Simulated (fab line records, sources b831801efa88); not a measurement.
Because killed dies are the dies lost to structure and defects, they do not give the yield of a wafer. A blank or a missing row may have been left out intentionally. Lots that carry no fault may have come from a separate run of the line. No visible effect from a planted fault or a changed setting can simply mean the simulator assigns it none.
Split-lot trial || flow sky130 || on a route of 708 steps: 5 lots, 23 wafers read

## THE SPLIT
At SKY_VIA2_CMP_24 (polishes, stops on SiO2, t overpolish 20 s, target thk 0 nm), the setting t_overpolish_s was moved away from the recipe's 20 s on 10 of the 23 wafers read, by -18.3% to +15.1%. The other wafers ran this setting at the recipe's value.

The reading is taken at the split's own step.

## THE READING
overpolish_run_s, in s, at SKY_VIA2_CMP_24 (polishes, stops on SiO2, t overpolish 20 s, target thk 0 nm). A value of 20.000 s with a standard deviation of 0.0095 s is what fault-free wafers of this fab line usually give.

{"wafer": "L078.3", "tool, chamber at the split": "cmp-02, 0", "t_overpolish_s as run, s": 20, "against the recipe": "recipe", "overpolish_run_s, s": 19.984, "against lot-mates on the recipe": "-"}
{"wafer": "L078.2", "tool, chamber at the split": "cmp-02, 1", "t_overpolish_s as run, s": 20, "against the recipe": "recipe", "overpolish_run_s, s": 20.000, "against lot-mates on the recipe": "-"}
{"wafer": "L078.6", "tool, chamber at the split": "cmp-02, 0", "t_overpolish_s as run, s": 20, "against the recipe": "recipe", "overpolish_run_s, s": 19.992, "against lot-mates on the recipe": "-"}
{"wafer": "L079.4", "tool, chamber at the split": "cmp-02, 2", "t_overpolish_s as run, s": 20, "against the recipe": "recipe", "overpolish_run_s, s": 19.977, "against lot-mates on the recipe": "-"}
{"wafer": "L079.1", "tool, chamber at the split": "cmp-02, 3", "t_overpolish_s as run, s": 16.34, "against the recipe": "-18.3%", "overpolish_run_s, s": 16.332, "against lot-mates on the recipe": -3.660}
{"wafer": "L079.2", "tool, chamber at the split": "cmp-02, 0", "t_overpolish_s as run, s": 20, "against the recipe": "recipe", "overpolish_run_s, s": 20.007, "against lot-mates on the recipe": "-"}
{"wafer": "L079.5", "tool, chamber at the split": "cmp-02, 2", "t_overpolish_s as run, s": 16.34, "against the recipe": "-18.3%", "overpolish_run_s, s": 16.341, "against lot-mates on the recipe": -3.651}
{"wafer": "L079.6", "tool, chamber at the split": "cmp-02, 3", "t_overpolish_s as run, s": 16.34, "against the recipe": "-18.3%", "overpolish_run_s, s": 16.336, "against lot-mates on the recipe": -3.656}
{"wafer": "L080.4", "tool, chamber at the split": "cmp-01, 2", "t_overpolish_s as run, s": 18.22, "against the recipe": "-8.9%", "overpolish_run_s, s": 18.220, "against lot-mates on the recipe": -1.780}
{"wafer": "L080.2", "tool, chamber at the split": "cmp-01, 3", "t_overpolish_s as run, s": 20, "against the recipe": "recipe", "overpolish_run_s, s": 19.995, "against lot-mates on the recipe": "-"}
{"wafer": "L080.1", "tool, chamber at the split": "cmp-01, 0", "t_overpolish_s as run, s": 18.22, "against the recipe": "-8.9%", "overpolish_run_s, s": 18.221, "against lot-mates on the recipe": -1.779}
{"wafer": "L080.6", "tool, chamber at the split": "cmp-01, 2", "t_overpolish_s as run, s": 20, "against the recipe": "recipe", "overpolish_run_s, s": 20.004, "against lot-mates on the recipe": "-"}
{"wafer": "L080.5", "tool, chamber at the split": "cmp-01, 3", "t_overpolish_s as run, s": 18.22, "against the recipe": "-8.9%", "overpolish_run_s, s": 18.233, "against lot-mates on the recipe": -1.767}
{"wafer": "L081.1", "tool, chamber at the split": "cmp-02, 2", "t_overpolish_s as run, s": 20, "against the recipe": "recipe", "overpolish_run_s, s": 19.994, "against lot-mates on the recipe": "-"}
{"wafer": "L081.2", "tool, chamber at the split": "cmp-02, 3", "t_overpolish_s as run, s": 23.02, "against the recipe": "+15.1%", "overpolish_run_s, s": 23.021, "against lot-mates on the recipe": "+3.024"}
{"wafer": "L081.4", "tool, chamber at the split": "cmp-02, 0", "t_overpolish_s as run, s": 20, "against the recipe": "recipe", "overpolish_run_s, s": 20.002, "against lot-mates on the recipe": "-"}
{"wafer": "L081.3", "tool, chamber at the split": "cmp-02, 1", "t_overpolish_s as run, s": 20, "against the recipe": "recipe", "overpolish_run_s, s": 19.995, "against lot-mates on the recipe": "-"}
{"wafer": "L081.5", "tool, chamber at the split": "cmp-02, 3", "t_overpolish_s as run, s": 23.02, "against the recipe": "+15.1%", "overpolish_run_s, s": 23.020, "against lot-mates on the recipe": "+3.023"}
{"wafer": "L085.3", "tool, chamber at the split": "cmp-01, 3", "t_overpolish_s as run, s": 17.11, "against the recipe": "-14.5%", "overpolish_run_s, s": 17.100, "against lot-mates on the recipe": -2.911}
{"wafer": "L085.4", "tool, chamber at the split": "cmp-01, 0", "t_overpolish_s as run, s": 17.11, "against the recipe": "-14.5%", "overpolish_run_s, s": 17.125, "against lot-mates on the recipe": -2.886}
{"wafer": "L085.2", "tool, chamber at the split": "cmp-01, 1", "t_overpolish_s as run, s": 20, "against the recipe": "recipe", "overpolish_run_s, s": 20.010, "against lot-mates on the recipe": "-"}
{"wafer": "L085.1", "tool, chamber at the split": "cmp-01, 2", "t_overpolish_s as run, s": 20, "against the recipe": "recipe", "overpolish_run_s, s": 20.014, "against lot-mates on the recipe": "-"}
{"wafer": "L085.5", "tool, chamber at the split": "cmp-01, 0", "t_overpolish_s as run, s": 20, "against the recipe": "recipe", "overpolish_run_s, s": 20.008, "against lot-mates on the recipe": "-"}

FIT RESULTS
A straight line over all 23 wafers: overpolish_run_s changes by +0.2 s for each +1% of t_overpolish_s; r = +1.00; the points scatter about the line by 0.0096 s.
The same after taking each lot's own level away (the mean of its wafers on the recipe; 23 wafers): +0.2 s for each +1%; r = +1.00; scatter 0.0082 s.
Per that fit: largest t_overpolish_s move, reading shift of 3.7 s.
Across the lots, their own levels run from 19.9920 to 20.0107 s, a range of 2.0 times the standard deviation given above.
Hence the lot-to-lot level has little effect on the slope; both slopes agree.
Check: -3.66 s against its lot-mates is what the line predicts for one of the wafers moved furthest among these (-18.3%) when that wafer is left out of the fit. Against them it came out at -3.66 s.
Tool readings at the split's step, against how far the setting was moved: overpolish_run_s r = +1.00.

## THE OTHER SPLITS THESE WAFERS WENT THROUGH
Other splits were also applied to these wafers ahead of the reading. Each is held against what the fit with the lots' levels taken away leaves over:
{"other split on the same wafers": "SKY_VIA2_ETCH_14 bias_w", "wafers away from the commonest value": 7, "r with overpolish_run_s (lot level and that fit taken away)": -0.06}

## THE FILE'S OWN FIT
overpolish_run_s changes by +0.2 s for each +1% of t_overpolish_s, r = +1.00.
